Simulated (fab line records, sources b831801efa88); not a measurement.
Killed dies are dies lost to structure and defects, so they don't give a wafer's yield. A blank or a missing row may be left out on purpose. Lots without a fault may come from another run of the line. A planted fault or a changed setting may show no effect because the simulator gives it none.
Which tool did it? | flow gf180mcu | 14 lots, 42 wafers sampled, at 4 steps of a route of 602

WHAT THE GAUGES READ, wafer by wafer
GF_MVSD_TW_MEAS_11. Usual: MVSD_TW 1573, standard deviation 13.
lot  | measured    | on            | MVSD_TW        | flag
L491 | day 4 10:35 | film_metro-01 | 1585 1584 1590 |
L492 | day 4 16:50 | film_metro-03 | 1581 1581 1577 |
L494 | day 5 05:46 | film_metro-03 | 1565 1563 1563 |
L495 | day 5 11:41 | film_metro-02 | 1576 1572 1573 |
L496 | day 5 17:12 | film_metro-01 | 1591 1596 1596 |
L498 | day 6 04:03 | film_metro-03 | 1571 1575 1576 |
L499 | day 6 08:07 | film_metro-02 | 1566 1562 1570 |
L500 | day 6 13:00 | film_metro-02 | 1568 1569 1562 |
L501 | day 6 22:19 | film_metro-02 | 1560 1566 1558 |
L502 | day 7 02:30 | film_metro-01 | 1583 1598 1578 |
L504 | day 7 13:43 | film_metro-01 | 1579 1585 1586 |
L508 | day 8 13:27 | film_metro-02 | 1558 1559 1562 |
L511 | day 9 06:05 | film_metro-01 | 1578 1578 1574 |
L512 | day 9 14:12 | film_metro-02 | 1554 1560 1557 |

GF_HV_LDD_TW_MEAS_23. Usual: HV_LDD_2_TW 1044, standard deviation 6.5.
lot  | measured     | on            | HV_LDD_2_TW    | flag
L491 | day 10 21:35 | film_metro-02 | 1045 1047 1039 |
L492 | day 11 05:29 | film_metro-02 | 1034 1035 1035 |
L494 | day 11 22:22 | film_metro-01 | 1058 1052 1062 |
L495 | day 12 09:12 | film_metro-03 | 1044 1043 1050 |
L496 | day 12 19:27 | film_metro-01 | 1061 1062 1063 |
L498 | day 13 21:26 | film_metro-01 | 1047 1046 1040 |
L499 | day 13 21:45 | film_metro-03 | 1050 1049 1049 |
L500 | day 13 21:08 | film_metro-01 | 1049 1046 1047 |
L501 | day 14 14:05 | film_metro-02 | 1041 1039 1042 |
L502 | day 14 16:15 | film_metro-01 | 1041 1042 1040 |
L504 | day 15 01:49 | film_metro-01 | 1050 1045 1046 |
L508 | day 15 18:43 | film_metro-02 | 1042 1036 1042 |
L511 | day 16 15:00 | film_metro-01 | 1042 1039 1040 |
L512 | day 17 02:11 | film_metro-01 | 1035 1040 1044 |

WHICH TOOL RAN EACH LOT (tool, then ch and the chambers of the sampled wafers, then the start)
lot  | GF_DNWELL_PEB_05                 | GF_VT_IMPLANT_STRIP_09
L491 | litho_track-02 ch 0, day 2 18:00 | plasma_asher-03 ch 0,1, day 5 15:05
L492 | litho_track-02 ch 0, day 3 00:00 | plasma_asher-04 ch 0,1, day 5 21:17
L494 | litho_track-02 ch 0, day 3 11:00 | plasma_asher-04 ch 0,1, day 6 11:55
L495 | litho_track-03 ch 0, day 3 17:00 | plasma_asher-04 ch 0,1, day 6 17:02
L496 | litho_track-03 ch 0, day 3 22:00 | plasma_asher-04 ch 0,1, day 6 23:44
L498 | litho_track-03 ch 0, day 4 07:00 | plasma_asher-04 ch 0,1, day 7 10:59
L499 | litho_track-03 ch 0, day 4 12:00 | plasma_asher-04 ch 1, day 7 14:45
L500 | litho_track-03, day 4 16:00      | plasma_asher-03 ch 0,1, day 7 20:39
L501 | litho_track-03, day 5 00:00      | plasma_asher-01 ch 0,1, day 8 05:32
L502 | litho_track-02 ch 0, day 5 04:00 | plasma_asher-01 ch 0,1, day 8 10:53
L504 | litho_track-03 ch 0, day 5 15:00 | plasma_asher-03 ch 0,1, day 8 22:35
L508 | litho_track-01 ch 0, day 6 12:00 | plasma_asher-04 ch 0,1, day 9 23:34
L511 | litho_track-03 ch 0, day 7 03:00 | plasma_asher-03 ch 0,1, day 10 15:32
L512 | litho_track-02 ch 0, day 7 10:00 | plasma_asher-01 ch 0,1, day 11 00:13
- GF_DNWELL_PEB_05
- GF_VT_IMPLANT_STRIP_09: strips in O2/N2.

WHAT THE TOOLS THEMSELVES READ (means of the sampled wafers that have a number; where no wafer has one, the mark that the record gives instead)
GF_DNWELL_PEB_05. Usual: chill_plate_temp_C 23.01 C, standard deviation 0.12; exhaust_pa 44.9 Pa, standard deviation 0.77.
lot  | tool           | chill_plate_temp_C (C) | exhaust_pa (Pa) | flag
L491 | litho_track-02 | 23.08                  | 45.5            |
L492 | litho_track-02 | 23.05                  | 44.5            |
L494 | litho_track-02 | 22.89                  | 44.6            |
L495 | litho_track-03 | 23.00                  | 46.0            |
L496 | litho_track-03 | 23.00                  | 44.8            |
L498 | litho_track-03 | 23.09                  | 45.1            |
L499 | litho_track-03 | 22.93                  | 44.2            |
L500 | litho_track-03 | -                      | -               | OFF
L501 | litho_track-03 | -                      | -               | OFF
L502 | litho_track-02 | 23.09                  | 45.9            |
L504 | litho_track-03 | 22.85                  | 44.9            |
L508 | litho_track-01 | 23.05                  | 44.4            |
L511 | litho_track-03 | 22.95                  | 45.0            |
L512 | litho_track-02 | 23.00                  | 44.8            |

GF_VT_IMPLANT_STRIP_09. Usual: drypump_motor_current_A 5.81 A, standard deviation 0.14; heater_power_w 344 W, standard deviation 14; oes_product_au 0.716 a.u., standard deviation 0.0043; strip_time_to_endpoint_s 12.64 s, standard deviation 0.034.
lot  | tool            | drypump_motor_current_A (A) | heater_power_w (W) | oes_product_au (a.u.) | strip_time_to_endpoint_s (s) | flag
L491 | plasma_asher-03 | 5.92                        | 340                | 0.717                 | 12.65                        |
L492 | plasma_asher-04 | 5.69                        | 339                | 0.717                 | 12.65                        |
L494 | plasma_asher-04 | 5.79                        | 352                | 0.716                 | 12.61                        |
L495 | plasma_asher-04 | 5.71                        | 338                | 0.713                 | 12.66                        |
L496 | plasma_asher-04 | 5.72                        | 345                | 0.711                 | 12.64                        |
L498 | plasma_asher-04 | 5.72                        | 335                | 0.715                 | 12.66                        |
L499 | plasma_asher-04 | 5.64                        | 333                | 0.717                 | 12.62                        |
L500 | plasma_asher-03 | 6.01                        | 336                | 0.714                 | 12.61                        |
L501 | plasma_asher-01 | 5.75                        | 351                | 0.715                 | 12.67                        |
L502 | plasma_asher-01 | 5.75                        | 343                | 0.714                 | 12.63                        |
L504 | plasma_asher-03 | 5.94                        | 342                | 0.716                 | 12.65                        |
L508 | plasma_asher-04 | 5.78                        | 350                | 0.715                 | 12.61                        |
L511 | plasma_asher-03 | 6.03                        | 335                | 0.718                 | 12.67                        |
L512 | plasma_asher-01 | 5.74                        | 342                | 0.717                 | 12.67                        |

THE ANSWER, worked out from the rows above alone
Rule: a lot is off if the mean of its wafers that have a number lies more than 3 standard deviations from the usual mean. A lot without any number at a reading at which 4 lots or more have one is off too. The other lots that the step has rows for count as sound. The gauges are gone through in route order, then the tools' own readings, and for those a lot's mean is taken as printed above. The first step at which some lot is off is used, and at that step the reading that is off furthest; a lot without a number counts as furthest.
Off: L500, L501, at GF_DNWELL_PEB_05 (chill_plate_temp_C). Without a number there: L500, L501.
A tool fits if, at that step or a process step before it, it ran every lot that is off, and no sound lot after the first of them. None of those tried fits.

WHAT THE SIMULATOR HAD PUT IN
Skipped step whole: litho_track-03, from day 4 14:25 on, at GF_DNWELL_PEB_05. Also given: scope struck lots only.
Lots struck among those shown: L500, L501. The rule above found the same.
